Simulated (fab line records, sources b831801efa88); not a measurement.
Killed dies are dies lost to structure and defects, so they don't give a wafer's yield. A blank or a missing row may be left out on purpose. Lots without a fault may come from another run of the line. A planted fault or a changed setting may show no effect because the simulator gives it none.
Which tool did it? | flow gf180mcu | 11 lots, 33 wafers sampled, at 3 steps of a route of 602

WHAT THE GAUGES READ, wafer by wafer
GF_M2_OVL_MEAS_15. Usual: M2_OVL 4 nm, standard deviation 7.6.
lot  | measured     | on         | M2_OVL (nm) | flag
L416 | day 19 09:17 | overlay-02 | 6 5 6       |
L417 | day 19 15:59 | overlay-01 | 14 6 9      |
L418 | day 20 00:34 | overlay-02 | 10 17 9     |
L421 | day 21 07:55 | overlay-02 | 12 7 3      |
L422 | day 21 09:40 | overlay-01 | 12 19 17    |
L425 | day 22 14:46 | overlay-02 | 5 15 6      |
L431 | day 24 14:55 | overlay-02 | 10 13 9     |
L434 | day 25 14:02 | overlay-01 | 11 12 10    |
L435 | day 25 23:50 | overlay-01 | 6 5 -1      |
L436 | day 26 05:52 | overlay-01 | 3 2 3       |
L438 | day 26 22:32 | overlay-02 | -11 -6 -9   |

WHICH TOOL RAN EACH LOT (tool, then ch and the chambers of the sampled wafers, then the start)
lot  | GF_M1_METAL_ETCH_16               | GF_V1_CMP_26
L416 | rie_metal-02 ch 0,1, day 17 06:15 | cmp-02 ch 2,3, day 18 08:16
L417 | rie_metal-02 ch 1, day 17 11:57   | cmp-02 ch 0,2,3, day 18 14:31
L418 | rie_metal-03 ch 0, day 17 21:27   | cmp-02 ch 1,2, day 18 23:43
L421 | rie_metal-04 ch 0, day 19 04:09   | cmp-01 ch 0,1,3, day 20 07:34
L422 | rie_metal-02 ch 0, day 19 06:49   | cmp-01 ch 1,2, day 20 09:11
L425 | rie_metal-03 ch 0,1, day 20 12:07 | cmp-01 ch 0,2,3, day 21 14:46
L431 | rie_metal-04 ch 1, day 22 14:45   | cmp-02 ch 1,2,3, day 23 15:48
L434 | rie_metal-02 ch 0,1, day 23 15:28 | cmp-01 ch 0,2,3, day 24 16:28
L435 | rie_metal-04 ch 0,1, day 24 01:03 | cmp-01 ch 0,3, day 25 01:58
L436 | rie_metal-04 ch 0,1, day 24 06:52 | cmp-01 ch 0,3, day 25 07:43
L438 | rie_metal-04 ch 0,1, day 25 00:51 | cmp-01 ch 0,1,2, day 26 00:49
- GF_M1_METAL_ETCH_16: etches the open film in Cl2/BCl3, stops on SiO2, target depth 750.8 nm, time 125.1 s.
- GF_V1_CMP_26: polishes, stops on SiO2, t overpolish 15 s, target thk 0 nm.

WHAT THE TOOLS THEMSELVES READ (means of the sampled wafers that have a number; where no wafer has one, the mark that the record gives instead)
GF_M1_METAL_ETCH_16. Usual: drypump_motor_current_A 5.7 A, standard deviation 0.4; oes_product_au 0.992 a.u., standard deviation 0.0063; run_length_s 153.5 s, standard deviation 0.67; throttle_valve_pct 28.226 %, standard deviation 0.011.
lot  | tool         | drypump_motor_current_A (A) | oes_product_au (a.u.) | run_length_s (s) | throttle_valve_pct (%) | flag
L416 | rie_metal-02 | 5.3                         | 0.996                 | 153.4            | 28.223                 |
L417 | rie_metal-02 | 5.4                         | 0.993                 | 153.4            | 28.220                 |
L418 | rie_metal-03 | 5.8                         | 0.993                 | 153.0            | 28.230                 |
L421 | rie_metal-04 | 5.7                         | 0.977                 | 153.3            | 28.244                 |
L422 | rie_metal-02 | 5.1                         | 0.995                 | 153.5            | 28.231                 |
L425 | rie_metal-03 | 6.0                         | 0.987                 | 153.4            | 28.210                 |
L431 | rie_metal-04 | 5.9                         | 0.999                 | 152.9            | 28.234                 |
L434 | rie_metal-02 | 5.3                         | 0.995                 | 153.4            | 28.217                 |
L435 | rie_metal-04 | 5.8                         | 0.994                 | 153.4            | 28.234                 |
L436 | rie_metal-04 | 5.8                         | 0.991                 | 153.4            | 28.232                 |
L438 | rie_metal-04 | 5.8                         | 0.991                 | 153.2            | 28.213                 |

GF_V1_CMP_26. Usual: motor_current_A 11.5 A, standard deviation 1.2; overpolish_run_s 15.001 s, standard deviation 0.0094; time_to_endpoint_s 85 s, standard deviation 4.2.
lot  | tool   | motor_current_A (A) | overpolish_run_s (s) | time_to_endpoint_s (s) | flag
L416 | cmp-02 | 11.7                | 15.017               | 92                     |
L417 | cmp-02 | 11.6                | 14.993               | 86                     |
L418 | cmp-02 | 11.4                | 14.995               | 90                     |
L421 | cmp-01 | 11.6                | 14.992               | 84                     |
L422 | cmp-01 | 11.7                | 14.999               | 88                     |
L425 | cmp-01 | 11.4                | 15.002               | 83                     |
L431 | cmp-02 | 11.3                | 15.002               | 86                     |
L434 | cmp-01 | 11.3                | 15.003               | 82                     |
L435 | cmp-01 | 11.2                | 15.002               | 85                     |
L436 | cmp-01 | 10.9                | 14.998               | 83                     |
L438 | cmp-01 | 11.2                | 14.997               | 80                     |

THE ANSWER, worked out from the rows above alone
Rule: a lot is off if the mean of its wafers that have a number lies more than 3 standard deviations from the usual mean. A lot without any number at a reading at which 4 lots or more have one is off too. The other lots that the step has rows for count as sound. The gauges are gone through in route order, then the tools' own readings, and for those a lot's mean is taken as printed above. The first step at which some lot is off is used, and at that step the reading that is off furthest; a lot without a number counts as furthest.
No lot is off at any reading shown: from this, nothing can be told.

WHAT THE SIMULATOR HAD PUT IN
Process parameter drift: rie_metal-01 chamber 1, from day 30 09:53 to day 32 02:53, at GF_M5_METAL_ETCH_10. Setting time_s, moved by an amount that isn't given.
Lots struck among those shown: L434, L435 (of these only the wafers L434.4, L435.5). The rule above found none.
